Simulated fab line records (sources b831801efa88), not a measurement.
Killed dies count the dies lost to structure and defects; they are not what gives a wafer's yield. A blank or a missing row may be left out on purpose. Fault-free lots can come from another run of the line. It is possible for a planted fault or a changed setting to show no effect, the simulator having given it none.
Matching of chambers | flow sky130 | 4 sister chambers for SKY_VIA2_CMP_02 on cmp-01
The step polishes SiO2. 14 wafers are shown with their chamber, then 7 later ones without.

== EACH WAFER AND ITS CHAMBER ==
wafer  | chamber | motorCurrentA (A)
L242.1 | 3       | 9.8
L242.2 | 2       | 11.8
L242.4 | 0       | 12.2
L249.2 | 0       | 12.3
L249.4 | 3       | 9.7
L249.6 | 1       | 11.4
L252.1 | 3       | 9.4
L252.4 | 1       | 11.2
L252.6 | 1       | 10.6
L253.3 | 0       | 12.8
L253.4 | 2       | 11.9
L253.6 | 0       | 11.9
L254.3 | 2       | 11.3
L254.5 | 2       | 12.1

SIGNATURES, as means of the wafers listed above
reading       | chamber 0 | chamber 1 | chamber 2 | chamber 3 | scatter within a chamber
motorCurrentA | 12.300    | 11.067    | 11.775    | 9.633     | 0.347
Rule: a wafer's distance from a chamber is the root of the sum, over the readings, of the square of ((its reading less the chamber's mean) divided by the reading's scatter). If the next closest chamber is less than 2 further off than the closest, the wafer can't be placed; otherwise it belongs to the closest. The scatter: the root of (the sum of the squares of (reading less its chamber's mean) over the shown wafers, divided by (wafers less chambers)).

== WAFERS WHOSE CHAMBER IS MISSING ==
wafer  | motorCurrentA (A)
L254.6 | 9.5
L257.1 | 9.5
L257.2 | 11.8
L257.5 | 11.2
L265.2 | 12.1
L265.5 | 9.5
L265.6 | 10.7

== THE CHAMBER EACH PASSED THROUGH ==
wafer  | from the rows above     | in truth
L254.6 | 3                       | 3
L257.1 | 3                       | 3
L257.2 | can't be placed: 2 or 0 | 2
L257.5 | can't be placed: 1 or 2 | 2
L265.2 | can't be placed: 0 or 2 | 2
L265.5 | 3                       | 3
L265.6 | 1                       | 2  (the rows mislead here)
3 of 7 placed correctly. From these rows, 3 cannot be placed; in 3 the true chamber is one of the candidates. Placed wrongly: 1.
